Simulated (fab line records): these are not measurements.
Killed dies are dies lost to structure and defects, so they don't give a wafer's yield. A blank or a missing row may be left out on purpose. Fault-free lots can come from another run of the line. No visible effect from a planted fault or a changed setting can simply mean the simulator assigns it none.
fab line records / flow sky130
record: lots: 5 wafers: 15 last-day: 50
route steps=708 shown VIA1@460
lots untouched by any fault: they come from a run of this same line in which no faults occurred
start-h: start of the lot's first displayed wafer, in hours after the record's first day / wait-h: hours since the lot's step before / " same as the row above / L1.1+2: a row that stands for several wafers / - no value, or no start given / * or withheld: withheld / < > ~ a bound
route shown NAME@n: NAME is a module with steps in the file, n the number in the route of the first one / usual: average and standard deviation across the fault-free wafers / same: alike in all rows / chamber/n: place in a boat / sites: the reading at each site / _std_site: how widely they spread, as a standard deviation / _edge_site: the outer-site mean with the inner-site mean subtracted / radius-mm: for every site, how far away it sits from the centre of the wafer / mask NAME#n: copy n / behind: the tool/chamber that last shaped the wafer / hold: cause of the lot's hold/its duration in hours/its outcome / device: names the non-switching transistor (n, p or np) / end of line: the same wafers' tests at the end of the route / a step given without rows: its recipe and nothing more / killed: not the wafer's yield, but the dies lost to structure and defects at the first sort / map: a wafer's dies, marking killed ones x, the rest . and places with no die _
set.NAME: the setting as run; set.NAME@STEP: as run at that earlier step / model.NAME: the simulator's own value behind a step, which no gauge read
certain route steps with their lots: each step a table, each wafer a row
services: the hour from which a tool's chamber was out of use, counted from the record's first day as start-h (under 0 if before that day), plus the number of hours and why
== steps ==
step: SKY_VIA1_CMP_02
recipe: material: SiO2 down-force-psi: 4 platen-rpm: 60 pad-velocity-m-s: 0.94248
usual: edge-zone-pressure-frac: 1.000/0.0044 motor-current-A: 11.6/0.91 platen-rpm: 60.00/0.041
lot.wafer=L930.1 tool=cmp-01 chamber=3 start-h=767.69 wait-h=0.1 edge-zone-pressure-frac=1.003 motor-current-A=12.3 platen-rpm=59.93
lot.wafer=L930.4 tool=cmp-01 chamber=0 start-h=767.69 wait-h=0.1 edge-zone-pressure-frac=1.004 motor-current-A=12.7 platen-rpm=59.97
lot.wafer=L930.6 tool=cmp-01 chamber=3 start-h=767.69 wait-h=0.1 edge-zone-pressure-frac=1.004 motor-current-A=12.2 platen-rpm=59.99
lot.wafer=L939.3 tool=cmp-01 chamber=1 start-h=837.07 wait-h=0.0 edge-zone-pressure-frac=1.000 motor-current-A=10.6 platen-rpm=60.00
lot.wafer=L939.2 tool=cmp-01 chamber=2 start-h=837.07 wait-h=0.0 edge-zone-pressure-frac=0.999 motor-current-A=10.5 platen-rpm=59.98
lot.wafer=L939.5 tool=cmp-01 chamber=1 start-h=837.07 wait-h=0.0 edge-zone-pressure-frac=1.000 motor-current-A=10.0 platen-rpm=59.94
lot.wafer=L947.1 tool=cmp-02 chamber=3 start-h=895.23 wait-h=0.1 edge-zone-pressure-frac=1.002 motor-current-A=10.9 platen-rpm=59.90
lot.wafer=L947.2 tool=cmp-02 chamber=0 start-h=895.23 wait-h=0.1 edge-zone-pressure-frac=1.004 motor-current-A=10.8 platen-rpm=60.00
lot.wafer=L947.3 tool=cmp-02 chamber=1 start-h=895.23 wait-h=0.1 edge-zone-pressure-frac=0.997 motor-current-A=11.8 platen-rpm=60.01
lot.wafer=L950.4 tool=cmp-02 chamber=3 start-h=914.72 wait-h=0.1 edge-zone-pressure-frac=1.000 motor-current-A=12.1 platen-rpm=60.02
lot.wafer=L950.5 tool=cmp-02 chamber=1 start-h=914.72 wait-h=0.1 edge-zone-pressure-frac=0.992 motor-current-A=11.7 platen-rpm=59.94
lot.wafer=L950.6 tool=cmp-02 chamber=2 start-h=914.72 wait-h=0.1 edge-zone-pressure-frac=1.007 motor-current-A=12.6 platen-rpm=60.02
lot.wafer=L952.3 tool=cmp-01 chamber=1 start-h=925.64 wait-h=0.1 edge-zone-pressure-frac=0.996 motor-current-A=10.3 platen-rpm=60.00
lot.wafer=L952.1 tool=cmp-01 chamber=3 start-h=925.64 wait-h=0.1 edge-zone-pressure-frac=1.004 motor-current-A=11.7 platen-rpm=60.04
lot.wafer=L952.5 tool=cmp-01 chamber=0 start-h=925.64 wait-h=0.1 edge-zone-pressure-frac=1.002 motor-current-A=12.3 platen-rpm=60.01
step: SKY_VIA1_BOW_MEAS_03
recipe: mode: bow
usual: VIA1_BOW: 79/6.5
lot.wafer=L930.1 tool=film-metro-04 chamber=- start-h=767.99 wait-h=0.2 VIA1_BOW[um]=81
lot.wafer=L930.4 tool=film-metro-04 chamber=- start-h=767.99 wait-h=0.2 VIA1_BOW[um]=79
lot.wafer=L930.6 tool=film-metro-04 chamber=- start-h=767.99 wait-h=0.2 VIA1_BOW[um]=87
lot.wafer=L939.2 tool=film-metro-04 chamber=- start-h=837.39 wait-h=0.2 VIA1_BOW[um]=75
lot.wafer=L939.3 tool=film-metro-04 chamber=- start-h=837.39 wait-h=0.2 VIA1_BOW[um]=85
lot.wafer=L939.5 tool=film-metro-04 chamber=- start-h=837.39 wait-h=0.2 VIA1_BOW[um]=70
lot.wafer=L947.1 tool=film-metro-04 chamber=- start-h=895.48 wait-h=0.2 VIA1_BOW[um]=84
lot.wafer=L947.2 tool=film-metro-04 chamber=- start-h=895.48 wait-h=0.2 VIA1_BOW[um]=80
lot.wafer=L947.3 tool=film-metro-04 chamber=- start-h=895.48 wait-h=0.2 VIA1_BOW[um]=71
lot.wafer=L950.4 tool=film-metro-02 chamber=- start-h=914.98 wait-h=0.2 VIA1_BOW[um]=81
lot.wafer=L950.5 tool=film-metro-02 chamber=- start-h=914.98 wait-h=0.2 VIA1_BOW[um]=84
lot.wafer=L950.6 tool=film-metro-02 chamber=- start-h=914.98 wait-h=0.2 VIA1_BOW[um]=74
lot.wafer=L952.1 tool=film-metro-03 chamber=- start-h=925.89 wait-h=0.1 VIA1_BOW[um]=66
lot.wafer=L952.3 tool=film-metro-03 chamber=- start-h=925.89 wait-h=0.1 VIA1_BOW[um]=79
lot.wafer=L952.5 tool=film-metro-03 chamber=- start-h=925.89 wait-h=0.1 VIA1_BOW[um]=63
step: SKY_VIA1_DEHYDRATE_04
recipe: temp-c: 200 time-s: 60
step: SKY_VIA1_HMDS_05
recipe: prime-time-s: 60 prime-temp-c: 120
step: SKY_VIA1_COAT_06
recipe: resist: BARC temp-c: withheld time-s: withheld spin-rpm: 3000 resist-thk-nm: 60
step: SKY_VIA1_COAT_07
recipe: resist: KrF-thick spin-rpm: 3000 resist-thk-nm: 450
step: SKY_VIA1_SOFTBAKE_08
recipe: temp-c: 100 time-s: 90 resist: KrF-thick
step: SKY_VIA1_EXPOSE_09
recipe: mask-id: VIM na: 0.8 source-shape: annular sigma-inner: 0.55 sigma-outer: 0.85 target-cd-nm: 150 dose-mj: 38
step: SKY_VIA1_PEB_10
recipe: peb-temp-c: withheld peb-time-s: withheld resist: KrF-thick
step: SKY_VIA1_DEVELOP_11
recipe: develop-time-s: 60 resist: KrF-thick dev-temp-c: 21
step: SKY_VIA1_CD_MEAS_12
recipe: target-cd-nm: 150
usual: cd-nm: 150.3/1.3
lot.wafer=L930.1 tool=cd-sem-02 chamber=- start-h=794.57 wait-h=- cd-nm=151.3
lot.wafer=L930.4 tool=cd-sem-02 chamber=- start-h=794.57 wait-h=- cd-nm=151.5
lot.wafer=L930.6 tool=cd-sem-02 chamber=- start-h=794.57 wait-h=- cd-nm=150.5
lot.wafer=L939.2 tool=cd-sem-01 chamber=- start-h=863.53 wait-h=- cd-nm=151.6
lot.wafer=L939.3 tool=cd-sem-01 chamber=- start-h=863.53 wait-h=- cd-nm=150.8
lot.wafer=L939.5 tool=cd-sem-01 chamber=- start-h=863.53 wait-h=- cd-nm=150.4
lot.wafer=L947.1 tool=cd-sem-02 chamber=- start-h=920.68 wait-h=- cd-nm=148.7
lot.wafer=L947.2 tool=cd-sem-02 chamber=- start-h=920.68 wait-h=- cd-nm=146.6
lot.wafer=L947.3 tool=cd-sem-02 chamber=- start-h=920.68 wait-h=- cd-nm=149.2
lot.wafer=L950.4 tool=cd-sem-02 chamber=- start-h=939.32 wait-h=- cd-nm=149.1
lot.wafer=L950.5 tool=cd-sem-02 chamber=- start-h=939.32 wait-h=- cd-nm=149.3
lot.wafer=L950.6 tool=cd-sem-02 chamber=- start-h=939.32 wait-h=- cd-nm=149.3
lot.wafer=L952.1 tool=cd-sem-02 chamber=- start-h=951.06 wait-h=- cd-nm=151.6
lot.wafer=L952.3 tool=cd-sem-02 chamber=- start-h=951.06 wait-h=- cd-nm=149.8
lot.wafer=L952.5 tool=cd-sem-02 chamber=- start-h=951.06 wait-h=- cd-nm=149.8
step: SKY_VIA1_OVL_MEAS_13
usual: VIA1_OVL: -2/5.5
lot.wafer=L930.1 tool=overlay-02 chamber=- start-h=794.69 wait-h=0.1 VIA1_OVL[nm]=-9
lot.wafer=L930.4 tool=overlay-02 chamber=- start-h=794.69 wait-h=0.1 VIA1_OVL[nm]=-1
lot.wafer=L930.6 tool=overlay-02 chamber=- start-h=794.69 wait-h=0.1 VIA1_OVL[nm]=-7
lot.wafer=L939.2 tool=overlay-01 chamber=- start-h=863.64 wait-h=0.1 VIA1_OVL[nm]=-6
lot.wafer=L939.3 tool=overlay-01 chamber=- start-h=863.64 wait-h=0.1 VIA1_OVL[nm]=-12
lot.wafer=L939.5 tool=overlay-01 chamber=- start-h=863.64 wait-h=0.1 VIA1_OVL[nm]=-5
lot.wafer=L947.1 tool=overlay-02 chamber=- start-h=920.80 wait-h=0.1 VIA1_OVL[nm]=-6
lot.wafer=L947.2 tool=overlay-02 chamber=- start-h=920.80 wait-h=0.1 VIA1_OVL[nm]=6
lot.wafer=L947.3 tool=overlay-02 chamber=- start-h=920.80 wait-h=0.1 VIA1_OVL[nm]=-5
lot.wafer=L950.4 tool=overlay-01 chamber=- start-h=939.40 wait-h=0.1 VIA1_OVL[nm]=3
lot.wafer=L950.5 tool=overlay-01 chamber=- start-h=939.40 wait-h=0.1 VIA1_OVL[nm]=-4
lot.wafer=L950.6 tool=overlay-01 chamber=- start-h=939.40 wait-h=0.1 VIA1_OVL[nm]=8
lot.wafer=L952.1 tool=overlay-01 chamber=- start-h=951.18 wait-h=0.1 VIA1_OVL[nm]=-8
lot.wafer=L952.3 tool=overlay-01 chamber=- start-h=951.18 wait-h=0.1 VIA1_OVL[nm]=-3
lot.wafer=L952.5 tool=overlay-01 chamber=- start-h=951.18 wait-h=0.1 VIA1_OVL[nm]=-4
step: SKY_VIA1_ETCH_14
recipe: chemistry: N2/H2 target: BARC ion-energy-ev: 200 source-w: 500 bias-w: 100 pressure-mtorr: 30 n2-flow-sccm: 100 h2-flow-sccm: 200 stop-on: SiO2 time-s: 45.9 target-depth-a: 600
usual: drypump-motor-current-A: 6.0/0.36 oes-product-au: 0.855/0.0048 run-length-s: 74.2/0.43 throttle-valve-pct: 13.225/0.0089
lot.wafer=L930.1 tool=rie-diel-01 chamber=2 start-h=794.72 wait-h=0.0 drypump-motor-current-A=6.0 oes-product-au=0.858 rf-hours-counter-h=18 run-length-s=74.5 throttle-valve-pct=13.224 model.KrF-thick_of_VIA1_COAT_07.thk-nm=390.4
lot.wafer=L930.4 tool=rie-diel-01 chamber=0 start-h=794.72 wait-h=0.0 drypump-motor-current-A=6.2 oes-product-au=0.857 rf-hours-counter-h=9 run-length-s=73.6 throttle-valve-pct=13.228 model.KrF-thick_of_VIA1_COAT_07.thk-nm=389.8
lot.wafer=L930.6 tool=rie-diel-01 chamber=2 start-h=794.72 wait-h=0.0 drypump-motor-current-A=5.9 oes-product-au=0.856 rf-hours-counter-h=- run-length-s=74.7 throttle-valve-pct=13.238 model.KrF-thick_of_VIA1_COAT_07.thk-nm=391.3
lot.wafer=L939.2 tool=rie-diel-02 chamber=1 start-h=863.67 wait-h=0.0 drypump-motor-current-A=5.7 oes-product-au=0.855 rf-hours-counter-h=8 run-length-s=74.0 throttle-valve-pct=13.232 model.KrF-thick_of_VIA1_COAT_07.thk-nm=391.5
lot.wafer=L939.3 tool=rie-diel-02 chamber=3 start-h=863.67 wait-h=0.0 drypump-motor-current-A=5.7 oes-product-au=0.858 rf-hours-counter-h=6 run-length-s=74.3 throttle-valve-pct=13.230 model.KrF-thick_of_VIA1_COAT_07.thk-nm=392.5
lot.wafer=L939.5 tool=rie-diel-02 chamber=3 start-h=863.67 wait-h=0.0 drypump-motor-current-A=5.7 oes-product-au=0.852 rf-hours-counter-h=- run-length-s=74.2 throttle-valve-pct=13.229 model.KrF-thick_of_VIA1_COAT_07.thk-nm=392
lot.wafer=L947.1 tool=rie-diel-02 chamber=2 start-h=920.84 wait-h=0.0 drypump-motor-current-A=5.8 oes-product-au=0.860 rf-hours-counter-h=10 run-length-s=74.4 throttle-valve-pct=13.237 model.KrF-thick_of_VIA1_COAT_07.thk-nm=392.7
lot.wafer=L947.2 tool=rie-diel-02 chamber=3 start-h=920.84 wait-h=0.0 drypump-motor-current-A=5.7 oes-product-au=0.863 rf-hours-counter-h=9 run-length-s=74.0 throttle-valve-pct=13.226 model.KrF-thick_of_VIA1_COAT_07.thk-nm=392.7
lot.wafer=L947.3 tool=rie-diel-02 chamber=0 start-h=920.84 wait-h=0.0 drypump-motor-current-A=5.1 oes-product-au=1.018 rf-hours-counter-h=8 run-length-s=65.2 throttle-valve-pct=13.245 model.KrF-thick_of_VIA1_COAT_07.thk-nm=398.9
lot.wafer=L950.4 tool=rie-diel-04 chamber=3 start-h=939.42 wait-h=0.0 drypump-motor-current-A=6.3 oes-product-au=0.851 rf-hours-counter-h=15 run-length-s=74.2 throttle-valve-pct=13.230 model.KrF-thick_of_VIA1_COAT_07.thk-nm=391.9
lot.wafer=L950.5 tool=rie-diel-04 chamber=3 start-h=939.42 wait-h=0.0 drypump-motor-current-A=6.4 oes-product-au=0.856 rf-hours-counter-h=- run-length-s=74.4 throttle-valve-pct=13.227 model.KrF-thick_of_VIA1_COAT_07.thk-nm=393
lot.wafer=L950.6 tool=rie-diel-04 chamber=2 start-h=939.42 wait-h=0.0 drypump-motor-current-A=6.6 oes-product-au=0.856 rf-hours-counter-h=- run-length-s=74.7 throttle-valve-pct=13.225 model.KrF-thick_of_VIA1_COAT_07.thk-nm=393.2
lot.wafer=L952.1 tool=rie-diel-04 chamber=0 start-h=951.22 wait-h=0.0 drypump-motor-current-A=5.7 oes-product-au=0.857 rf-hours-counter-h=17 run-length-s=73.7 throttle-valve-pct=13.226 model.KrF-thick_of_VIA1_COAT_07.thk-nm=392.5
lot.wafer=L952.3 tool=rie-diel-04 chamber=2 start-h=951.22 wait-h=0.0 drypump-motor-current-A=6.6 oes-product-au=0.862 rf-hours-counter-h=9 run-length-s=74.0 throttle-valve-pct=13.225 model.KrF-thick_of_VIA1_COAT_07.thk-nm=393.6
lot.wafer=L952.5 tool=rie-diel-04 chamber=3 start-h=951.22 wait-h=0.0 drypump-motor-current-A=6.3 oes-product-au=0.857 rf-hours-counter-h=- run-length-s=74.1 throttle-valve-pct=13.217 model.KrF-thick_of_VIA1_COAT_07.thk-nm=392.7
step: SKY_VIA1_ETCH_15
recipe: target: SiO2 chemistry: C4F8/O2/Ar target-depth-nm: 351 stop-on: TiN mask-material: KrF-thick source-w: 1500 bias-w: 1200 pressure-mtorr: 40 c4f8-flow-sccm: withheld O2_flow_sccm: 6 Ar_flow_sccm: 300 time-s: 54
usual: oes-product-au: 0.981/0.0071 run-length-s: 82.3/0.43
lot.wafer=L930.1 tool=rie-diel-01 chamber=2 start-h=794.77 wait-h=0.0 oes-product-au=0.978 rf-hours-counter-h=18 run-length-s=83.1 model.KrF-thick_of_VIA1_COAT_07.thk-nm=321.2
lot.wafer=L930.4 tool=rie-diel-01 chamber=0 start-h=794.77 wait-h=0.0 oes-product-au=0.981 rf-hours-counter-h=9 run-length-s=81.7 model.KrF-thick_of_VIA1_COAT_07.thk-nm=318.1
lot.wafer=L930.6 tool=rie-diel-01 chamber=2 start-h=794.77 wait-h=0.0 oes-product-au=0.978 rf-hours-counter-h=- run-length-s=82.7 model.KrF-thick_of_VIA1_COAT_07.thk-nm=322.7
lot.wafer=L939.2 tool=rie-diel-02 chamber=1 start-h=863.71 wait-h=0.0 oes-product-au=0.985 rf-hours-counter-h=8 run-length-s=82.0 model.KrF-thick_of_VIA1_COAT_07.thk-nm=321.4
lot.wafer=L939.3 tool=rie-diel-02 chamber=3 start-h=863.71 wait-h=0.0 oes-product-au=0.982 rf-hours-counter-h=6 run-length-s=82.1 model.KrF-thick_of_VIA1_COAT_07.thk-nm=323
lot.wafer=L939.5 tool=rie-diel-02 chamber=3 start-h=863.71 wait-h=0.0 oes-product-au=0.977 rf-hours-counter-h=- run-length-s=82.6 model.KrF-thick_of_VIA1_COAT_07.thk-nm=322.7
lot.wafer=L947.1 tool=rie-diel-02 chamber=2 start-h=920.88 wait-h=0.0 oes-product-au=0.987 rf-hours-counter-h=10 run-length-s=82.6 model.KrF-thick_of_VIA1_COAT_07.thk-nm=321
lot.wafer=L947.2 tool=rie-diel-02 chamber=3 start-h=920.88 wait-h=0.0 oes-product-au=0.978 rf-hours-counter-h=9 run-length-s=82.2 model.KrF-thick_of_VIA1_COAT_07.thk-nm=322
lot.wafer=L947.3 tool=rie-diel-02 chamber=0 start-h=920.88 wait-h=0.0 oes-product-au=0.990 rf-hours-counter-h=8 run-length-s=82.8 model.KrF-thick_of_VIA1_COAT_07.thk-nm=327.1
lot.wafer=L950.4 tool=rie-diel-04 chamber=3 start-h=939.46 wait-h=0.0 oes-product-au=0.992 rf-hours-counter-h=15 run-length-s=82.3 model.KrF-thick_of_VIA1_COAT_07.thk-nm=320.2
lot.wafer=L950.5 tool=rie-diel-04 chamber=3 start-h=939.46 wait-h=0.0 oes-product-au=0.984 rf-hours-counter-h=- run-length-s=82.7 model.KrF-thick_of_VIA1_COAT_07.thk-nm=321.1
lot.wafer=L950.6 tool=rie-diel-04 chamber=2 start-h=939.46 wait-h=0.0 oes-product-au=0.971 rf-hours-counter-h=- run-length-s=82.2 model.KrF-thick_of_VIA1_COAT_07.thk-nm=324.2
lot.wafer=L952.1 tool=rie-diel-04 chamber=0 start-h=951.26 wait-h=0.0 oes-product-au=0.981 rf-hours-counter-h=17 run-length-s=82.0 model.KrF-thick_of_VIA1_COAT_07.thk-nm=320.7
lot.wafer=L952.3 tool=rie-diel-04 chamber=2 start-h=951.26 wait-h=0.0 oes-product-au=0.967 rf-hours-counter-h=9 run-length-s=82.6 model.KrF-thick_of_VIA1_COAT_07.thk-nm=324.9
lot.wafer=L952.5 tool=rie-diel-04 chamber=3 start-h=951.26 wait-h=0.0 oes-product-au=0.989 rf-hours-counter-h=- run-length-s=82.3 model.KrF-thick_of_VIA1_COAT_07.thk-nm=320.8
step: SKY_VIA1_STRIP_16
recipe: chemistry: O2/N2 power-w: 1400 pressure-mtorr: 1500 platen-temp-c: withheld o2-flow-sccm: 3000 n2-flow-sccm: 300 overash-fraction: 0.5
usual: drypump-motor-current-A: 5.6/0.5 oes-product-au: 0.416/0.0052 strip-time-to-endpoint-s: 4.453/0.026
lot.wafer=L930.1 tool=plasma-asher-04 chamber=1 start-h=794.81 wait-h=0.0 drypump-motor-current-A=5.4 oes-product-au=0.406 rf-hours-counter-h=4 strip-time-to-endpoint-s=4.446
lot.wafer=L930.4 tool=plasma-asher-04 chamber=0 start-h=794.81 wait-h=0.0 drypump-motor-current-A=5.3 oes-product-au=0.414 rf-hours-counter-h=- strip-time-to-endpoint-s=4.423
lot.wafer=L930.6 tool=plasma-asher-04 chamber=0 start-h=794.81 wait-h=0.0 drypump-motor-current-A=5.3 oes-product-au=0.418 rf-hours-counter-h=- strip-time-to-endpoint-s=4.465
lot.wafer=L939.2 tool=plasma-asher-01 chamber=1 start-h=863.76 wait-h=0.0 drypump-motor-current-A=5.4 oes-product-au=0.417 rf-hours-counter-h=73 strip-time-to-endpoint-s=4.432
lot.wafer=L939.3 tool=plasma-asher-01 chamber=1 start-h=863.76 wait-h=0.0 drypump-motor-current-A=5.4 oes-product-au=0.418 rf-hours-counter-h=- strip-time-to-endpoint-s=4.457
lot.wafer=L939.5 tool=plasma-asher-01 chamber=0 start-h=863.76 wait-h=0.0 drypump-motor-current-A=6.6 oes-product-au=0.416 rf-hours-counter-h=- strip-time-to-endpoint-s=4.460
lot.wafer=L947.1 tool=plasma-asher-02 chamber=1 start-h=920.93 wait-h=0.0 drypump-motor-current-A=5.4 oes-product-au=0.419 rf-hours-counter-h=49 strip-time-to-endpoint-s=4.453
lot.wafer=L947.2 tool=plasma-asher-02 chamber=0 start-h=920.93 wait-h=0.0 drypump-motor-current-A=5.5 oes-product-au=0.411 rf-hours-counter-h=49 strip-time-to-endpoint-s=4.446
lot.wafer=L947.3 tool=plasma-asher-02 chamber=1 start-h=920.93 wait-h=0.0 drypump-motor-current-A=5.4 oes-product-au=0.434 rf-hours-counter-h=- strip-time-to-endpoint-s=4.513
lot.wafer=L950.4 tool=plasma-asher-04 chamber=1 start-h=939.54 wait-h=0.1 drypump-motor-current-A=5.3 oes-product-au=0.422 rf-hours-counter-h=- strip-time-to-endpoint-s=4.426
lot.wafer=L950.5 tool=plasma-asher-04 chamber=1 start-h=939.54 wait-h=0.1 drypump-motor-current-A=5.3 oes-product-au=0.414 rf-hours-counter-h=- strip-time-to-endpoint-s=4.441
lot.wafer=L950.6 tool=plasma-asher-04 chamber=0 start-h=939.54 wait-h=0.1 drypump-motor-current-A=5.3 oes-product-au=0.415 rf-hours-counter-h=- strip-time-to-endpoint-s=4.488
lot.wafer=L952.1 tool=plasma-asher-04 chamber=0 start-h=951.31 wait-h=0.0 drypump-motor-current-A=5.3 oes-product-au=0.410 rf-hours-counter-h=20 strip-time-to-endpoint-s=4.444
lot.wafer=L952.3 tool=plasma-asher-04 chamber=0 start-h=951.31 wait-h=0.0 drypump-motor-current-A=5.3 oes-product-au=0.421 rf-hours-counter-h=- strip-time-to-endpoint-s=4.493
lot.wafer=L952.5 tool=plasma-asher-04 chamber=0 start-h=951.31 wait-h=0.0 drypump-motor-current-A=5.3 oes-product-au=0.410 rf-hours-counter-h=- strip-time-to-endpoint-s=4.443
== services ==
tool=cmp-02 chamber=- start-h=744.00 hours=4.0 kind=pm
tool=plasma-asher-04 chamber=- start-h=750.63 hours=6.0 kind=repair
tool=cmp-01 chamber=- start-h=754.79 hours=1.3 kind=repair
tool=rie-diel-02 chamber=0 start-h=766.56 hours=3.0 kind=repair
tool=cmp-02 chamber=- start-h=790.68 hours=0.4 kind=repair
tool=cmp-01 chamber=- start-h=802.97 hours=4.3 kind=repair
tool=cmp-02 chamber=- start-h=815.23 hours=2.9 kind=pm
tool=rie-diel-02 chamber=0 start-h=837.71 hours=29.9 kind=repair
tool=rie-diel-02 chamber=1 start-h=838.22 hours=2.0 kind=repair
tool=rie-diel-02 chamber=1 start-h=842.52 hours=5.1 kind=repair
tool=cmp-02 chamber=- start-h=844.32 hours=3.1 kind=repair
tool=cmp-01 chamber=- start-h=853.38 hours=0.8 kind=repair
tool=rie-diel-02 chamber=2 start-h=859.79 hours=1.9 kind=repair
tool=cmp-01 chamber=- start-h=860.90 hours=0.3 kind=repair
tool=rie-diel-02 chamber=1 start-h=897.06 hours=14.5 kind=repair
tool=rie-diel-01 chamber=2 start-h=897.63 hours=7.3 kind=repair
tool=plasma-asher-01 chamber=- start-h=904.09 hours=1.9 kind=repair
tool=rie-diel-01 chamber=1 start-h=908.34 hours=7.2 kind=repair
tool=cmp-01 chamber=- start-h=912.00 hours=4.0 kind=pm
tool=rie-diel-04 chamber=3 start-h=912.33 hours=5.2 kind=repair
tool=plasma-asher-01 chamber=- start-h=918.16 hours=0.6 kind=repair
tool=rie-diel-01 chamber=- start-h=927.41 hours=2.8 kind=pm
tool=rie-diel-02 chamber=3 start-h=927.68 hours=4.2 kind=repair
tool=cmp-01 chamber=- start-h=947.38 hours=4.5 kind=repair
== key ==
first-sign: step: SKY_VIA1_ETCH_14 reading: oes-product-au direction: up sigmas: 34 usual: 0.855 struck: 1.018
effect: step: SKY_VIA1_ETCH_14 reading: run-length-s direction: down sigmas: 21 usual: * struck: *
model-effect: step: SKY_VIA1_ETCH_14 value: KrF-thick_of_VIA1_COAT_07.thk-nm without: 390 struck: 398.9
model-effect: step: SKY_VIA1_ETCH_15 value: KrF-thick_of_VIA1_COAT_07.thk-nm without: 318.2 struck: 327.1
met-at SKY_VIA1_ETCH_14
struck-wafers L947.3
sort-left-out L947.3
onset-between 863.67 920.84
fault: kind: process-parameter-drift tool: rie-diel-02 chamber: - onset-h: 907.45 steps: SKY_VIA1_ETCH_14 channel: time-s offset: * shape: step end-h: 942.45 scope: struck-wafers-only acts-in: * stated: *
sort-left-out: the simulated sort isn't trusted on such a fault, so these wafers' sort isn't shown, and their yield isn't known
